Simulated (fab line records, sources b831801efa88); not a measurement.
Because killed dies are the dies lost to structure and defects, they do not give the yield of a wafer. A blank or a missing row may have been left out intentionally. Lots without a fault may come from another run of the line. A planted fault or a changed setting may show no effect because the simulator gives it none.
A lot that was struck, set against a sound lot ; flow sky130 ; 43 steps out of a route of 708
Sound: these wafers, L364.2, L364.3, L364.5. Wafers struck: L382.2, L382.4, L382.6. Last of all comes the cause.
For every step that has rows: the tool of each side, followed by ch and its chambers, followed by its first start. Under that, the readings that differ: sound wafers ; struck wafers ; difference of the means ; sigmas: that difference in standard deviations of wafers without a fault.
alike: same words and numbers on both sides, and readings whose means sit less than 2 such deviations apart. not compared: any withheld reading, any reading some wafer has no value for, any bound like >300 that may hide the same value, and any number with overlapping values for which the record gives no deviation.
Wherever a step has rows on one side only, a row that says differs or no value, or a row with sigmas, the two part there. Non-overlapping numbers with no deviation appear without sigmas and do not part them. Lack of a reading on every wafer of one side parts them only where that side has two or more wafers.

first, 3 steps without rows for these wafers: SKY_METAL2_EXPOSE_12 (exposes mask MM2, target cd 140 nm); SKY_METAL2_PEB_13; SKY_METAL2_DEVELOP_14 (develop time 60 s).
SKY_METAL2_CD_MEAS_15 targets a cd of 140 nm.
  sound on cd-sem-02 at day 33 23:46; struck on cd-sem-01 at day 41 03:44
  alike: cd-nm
SKY_METAL2_OVL_MEAS_16:
  sound on overlay-01 at day 33 23:53; struck on overlay-01 at day 41 03:51
reading;sound;struck;difference;sigmas
METAL2_OVL (nm);-14 -12 -10;5 4 0;+15;+2
then, 7 steps without rows for these wafers: SKY_METAL2_DESCUM_17 (chemistry O2, time 8 s); SKY_METAL2_ETCH_18 (etches BARC in N2/H2, stops on SiO2, time 45.9 s, target depth 60 nm); SKY_METAL2_METAL_ETCH_19 (etches the open film in Cl2/BCl3, stops on SiO2, target depth 360 nm, time 78 s); SKY_METAL2_STRIP_20 (strips in O2/N2); SKY_METAL2_STRIP_21 (strips in post etch residue remover, time 1200 s); SKY_METAL2_CLEAN_22 (cleans in IPA, time 180 s); SKY_METAL2_CLEAN_23 (cleans in O3/DIW).
SKY_VIA2_HDPCVD_00: deposits SiO2, target thk 1180 nm, time 196.7 s.
  sound on hdpcvd-02 ch 0,2, day 34 00:41; struck on hdpcvd-01 ch 0,1,2, day 41 04:42
SKY_VIA2_THK_MEAS_01:
  sound on film-metro-03 at day 34 00:50; struck on film-metro-01 at day 41 04:50
  alike: VIA2_HDPCVD_THK
then, 1 step without rows for these wafers: SKY_VIA2_CMP_02 (polishes SiO2).
SKY_VIA2_BOW_MEAS_03:
  sound on film-metro-01 at day 34 01:12; struck on film-metro-03 at day 41 05:12
  alike: VIA2_BOW
then, 8 steps without rows for these wafers: SKY_VIA2_DEHYDRATE_04 (time 60 s); SKY_VIA2_HMDS_05 (prime time 60 s); SKY_VIA2_COAT_06 (resist thk 60 nm); SKY_VIA2_COAT_07 (resist thk 450 nm); SKY_VIA2_SOFTBAKE_08 (time 90 s); SKY_VIA2_EXPOSE_09 (exposes mask VIM2, target cd 200 nm); SKY_VIA2_PEB_10; SKY_VIA2_DEVELOP_11 (develop time 60 s).
SKY_VIA2_CD_MEAS_12 targets a cd of 200 nm.
  sound on cd-sem-01 at day 34 23:37; struck on cd-sem-01 at day 42 04:47
  alike: cd-nm
SKY_VIA2_OVL_MEAS_13:
  sound on overlay-02 at day 34 23:44; struck on overlay-01 at day 42 04:53
reading;sound;struck;difference;sigmas
VIA2_OVL (nm);0 7 6;-6 -6 -9;-11;-2
SKY_VIA2_ETCH_14: etches BARC in N2/H2, stops on SiO2, time 45.9 s, target depth 60 nm.
  sound on rie-diel-02 ch 0,2,3, day 34 23:46; struck on rie-diel-03 ch 0,3, day 42 04:55
  alike: drypump-motor-current-A, oes-product-au, throttle-valve-pct
  not compared: rf-hours-counter-h
then, 1 step without rows for these wafers: SKY_VIA2_ETCH_15 (etches SiO2 in C4F8/O2/Ar, stops on TiN, target depth 546 nm, time 84 s).
SKY_VIA2_STRIP_16: strips in O2/N2.
  sound on plasma-asher-04 ch 0,1, day 34 23:52; struck on plasma-asher-01 ch 0,1, day 42 05:01
  alike: drypump-motor-current-A, oes-product-au, strip-time-to-endpoint-s
  not compared: rf-hours-counter-h
then, 3 steps without rows for these wafers: SKY_VIA2_STRIP_17 (strips in post etch residue remover, time 1200 s); SKY_VIA2_CLEAN_18 (cleans in IPA, time 180 s); SKY_VIA2_CLEAN_19 (cleans in O3/DIW).
SKY_VIA2_SPUTTER_20: material TiN, target thk 20 nm, time 80 s.
  sound on pvd-sputter-02 at day 35 00:29; struck on pvd-sputter-01 at day 42 05:37
  alike: throttle-valve-pct
then, 1 step without rows for these wafers: SKY_VIA2_CVD_21 (deposits W, target thk 420 nm, time 126.4 s).
SKY_VIA2_RS_MEAS_22: the measuring method here is four-point-probe.
  sound on film-metro-04 at day 35 00:43; struck on film-metro-04 at day 42 05:57
  alike: VIA2_W_RS
SKY_VIA2_THK_MEAS_23: measures by xrf.
  sound on film-metro-04 at day 35 00:49; struck on film-metro-04 at day 42 06:04
  alike: VIA2_W_THK
SKY_VIA2_CMP_24: polishes, stops on SiO2, t overpolish 20 s, target thk 0 nm.
  sound on cmp-01 ch 2,3, day 35 01:13; struck on cmp-02 ch 0,1, day 42 06:07
  alike: motor-current-A, overpolish-run-s, time-to-endpoint-s
then, 3 steps without rows for these wafers: SKY_METAL3_SPUTTER_00 (material Ti, target thk 15 nm, time 10 s); SKY_METAL3_SPUTTER_01 (material TiN, target thk 20 nm, time 16.7 s); SKY_METAL3_SPUTTER_02 (material AlCu, target thk 735 nm, time 39.1 s).
SKY_METAL3_SPUTTER_03: material Ti, target thk 5 nm, time 3.3 s.
  sound on pvd-sputter-01 at day 35 01:33; struck on pvd-sputter-04 at day 42 06:30
  alike: throttle-valve-pct
then, 1 step without rows for these wafers: SKY_METAL3_SPUTTER_04 (material TiN, target thk 70 nm, time 58.3 s).
-- the record jumps here: 8 days lie between the struck wafers' starts before and after (it left off in module METAL3 and takes up again in module PAD_OPEN, whose first step shown is number 708 of the route) --
SKY_PAD_OPEN_PROBE_99:
  sound on prober-02 at day 44 18:47; struck on prober-01 at day 50 09:52
reading;sound;struck;difference;sigmas
hold;- - -;await-dispo/6.2h/release await-dispo/6.2h/release await-dispo/6.2h/release;no value on the sound wafers;
defect-limited-yield (%);79.3 80.3 78.7;73.8 76.4 69.3;-6.3;-3
killed_at_M0_to_M3;46 47 60;95 81 113;+45;+7
killed-dies;102 97 105;129 116 151;+31;+3
killed-short;49 39 56;27 32 35;-17;-3
sort_bin_3_pad_short (%);1.4 1.2 0.6;4.5 4.5 4.9;+3.6;+8
sort_bin_5_function (%);12.4 11.0 11.8;14.2 13.4 18.7;+3.7;+3
sort-n-pass;390 395 387;363 376 341;-31;-3
sort-yield-pct (%);79.3 80.3 78.7;73.8 76.4 69.3;-6.3;-3
model.etest.tester.sort-n-pass;390 395 387;363 376 341;-31;
model.etest.tester.sort-yield-pct (%);79.27 80.28 78.66;73.78 76.42 69.31;-6.23;
model.etest.tester.sort_bin_5_pct (%);12.4 10.98 11.79;14.23 13.41 18.7;+3.72;
model.etest.tester.sort_bin_3_pct (%);1.423 1.22 0.6098;4.472 4.472 4.878;+3.523;
  alike: killed_at_M4_up, killed-at-contacts, killed-at-front-end, killed-at-other, killed-open, sort_bin_6_memory

WHERE THEY PART
Last at SKY_PAD_OPEN_PROBE_99 as far as this record goes, first at SKY_METAL2_OVL_MEAS_16.

WHY: what the simulator had put in
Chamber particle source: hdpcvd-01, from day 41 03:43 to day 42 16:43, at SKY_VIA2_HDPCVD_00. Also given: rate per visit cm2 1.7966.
